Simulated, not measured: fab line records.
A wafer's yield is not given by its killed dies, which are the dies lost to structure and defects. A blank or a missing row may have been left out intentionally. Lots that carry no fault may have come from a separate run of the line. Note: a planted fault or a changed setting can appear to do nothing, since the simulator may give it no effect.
Split-lot experiment + flow sfqLine + 23 wafers read across 5 lots, on a route 325 steps long

## SPLIT DETAILS
At SFQ_TRILAYER_M8_DEP_EVAP_198 (material Pt, target thk 50 nm, time 250 s), the setting timeS was moved away from the recipe's 250 s on 6 of the 23 wafers read, by -6.2% to +12.8%. For the rest of the wafers, this setting stayed at what the recipe calls for.

The split's own step is where the reading is taken.

## THE READING
Pt_of_TRILAYER_M8_DEP_EVAP_198.thkNm (the simulator's own value, which no gauge read), in nm, at SFQ_TRILAYER_M8_DEP_EVAP_198 (material Pt, target thk 50 nm, time 250 s). The file gives no usual value for it. Average 49.66 nm, standard deviation 0.38 nm, over the 17 wafers here run with the recipe.

| wafer  | tool, chamber at the split | timeS as run, s | against the recipe | Pt_of_TRILAYER_M8_DEP_EVAP_198.thkNm, nm | against lot-mates on the recipe |
|--------|----------------------------|-----------------|--------------------|------------------------------------------|---------------------------------|
| L077.1 | pvdSputter-01, -           | 250             | recipe             | 50.05                                    | -                               |
| L077.2 | pvdSputter-01, -           | 250             | recipe             | 50.03                                    | -                               |
| L077.3 | pvdSputter-01, -           | 250             | recipe             | 50.13                                    | -                               |
| L077.4 | pvdSputter-01, -           | 250             | recipe             | 50.06                                    | -                               |
| L077.5 | pvdSputter-01, -           | 250             | recipe             | 50.11                                    | -                               |
| L078.1 | pvdSputter-02, -           | 234.5           | -6.2%              | 46.63                                    | -2.93                           |
| L078.2 | pvdSputter-02, -           | 250             | recipe             | 49.68                                    | -                               |
| L078.3 | pvdSputter-02, -           | 250             | recipe             | 49.44                                    | -                               |
| L078.4 | pvdSputter-02, -           | 234.5           | -6.2%              | 47.19                                    | -2.37                           |
| L078.6 | pvdSputter-02, -           | 234.5           | -6.2%              | 46.77                                    | -2.79                           |
| L079.1 | pvdSputter-01, -           | 250             | recipe             | 49.27                                    | -                               |
| L079.2 | pvdSputter-01, -           | 250             | recipe             | 49.34                                    | -                               |
| L079.3 | pvdSputter-01, -           | 250             | recipe             | 49.25                                    | -                               |
| L079.4 | pvdSputter-01, -           | 250             | recipe             | 48.98                                    | -                               |
| L079.6 | pvdSputter-01, -           | 250             | recipe             | 49.4                                     | -                               |
| L081.1 | pvdSputter-01, -           | 250             | recipe             | 49.72                                    | -                               |
| L081.2 | pvdSputter-01, -           | 282.1           | +12.8%             | 55.6                                     | +6.20                           |
| L081.4 | pvdSputter-01, -           | 282.1           | +12.8%             | 55.61                                    | +6.20                           |
| L081.5 | pvdSputter-01, -           | 250             | recipe             | 49.09                                    | -                               |
| L081.6 | pvdSputter-01, -           | 282.1           | +12.8%             | 55.66                                    | +6.25                           |
| L085.3 | pvdSputter-01, -           | 250             | recipe             | 49.92                                    | -                               |
| L085.4 | pvdSputter-01, -           | 250             | recipe             | 49.92                                    | -                               |
| L085.6 | pvdSputter-01, -           | 250             | recipe             | 49.91                                    | -                               |

FIT RESULTS
A straight line over all 23 wafers: Pt_of_TRILAYER_M8_DEP_EVAP_198.thkNm changes by +0.461 nm for each +1% of timeS; r = +0.99; the points scatter about the line by 0.35 nm.
The same after taking each lot's own level away (the mean of its wafers on the recipe; 23 wafers): +0.473 nm for each +1%; r = +1.00; scatter 0.18 nm.
That fit puts the effect of the largest move of timeS on the reading at 6.1 nm.
Measured against the standard deviation above, the lots' own levels, which go from 49.248 to 50.076 nm, span 2.2 times it.
Hence the lot-to-lot level has little effect on the slope; both slopes agree.
Check: for one of the wafers moved furthest among these (+12.8%), held out of the fit, the line's prediction against its lot-mates is +6.1 nm. Against them it came out at +6.2 nm.

## OTHER SPLITS APPLIED TO THESE WAFERS
Note: prior to the reading, these wafers also went through further splits. Each is held against what the fit with the lots' levels taken away leaves over:
| other split on the same wafers                | wafers away from the commonest value | r with Pt_of_TRILAYER_M8_DEP_EVAP_198.thkNm (lot level and that fit taken away) |
|-----------------------------------------------|--------------------------------------|---------------------------------------------------------------------------------|
| SFQ_TRILAYER_I6_VIA_ETCH_VIA_ETCH_172 biasW   | 6                                    | +0.40                                                                           |
| SFQ_TRILAYER_M7_LITHO_COAT_182 resistThkNm    | 10                                   | -0.39                                                                           |
| SFQ_TRILAYER_M7_BARC_OPEN_METAL_ETCH_229 icpW | 7                                    | +0.11                                                                           |
| SFQ_TRILAYER_I7_CMP_CMP_184 leaveAboveRefNm   | 7                                    | +0.17                                                                           |
| SFQ_TRILAYER_I7_VIA_LITHO_PEB_190 pebTimeS    | 9                                    | +0.02                                                                           |
| SFQ_TRILAYER_M8_LITHO_COAT_193 spinRpm        | 5                                    | +0.40                                                                           |

## FILE'S OWN FIT
Pt_of_TRILAYER_M8_DEP_EVAP_198.thkNm changes by +0.475 nm for each +1% of timeS, r = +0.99.
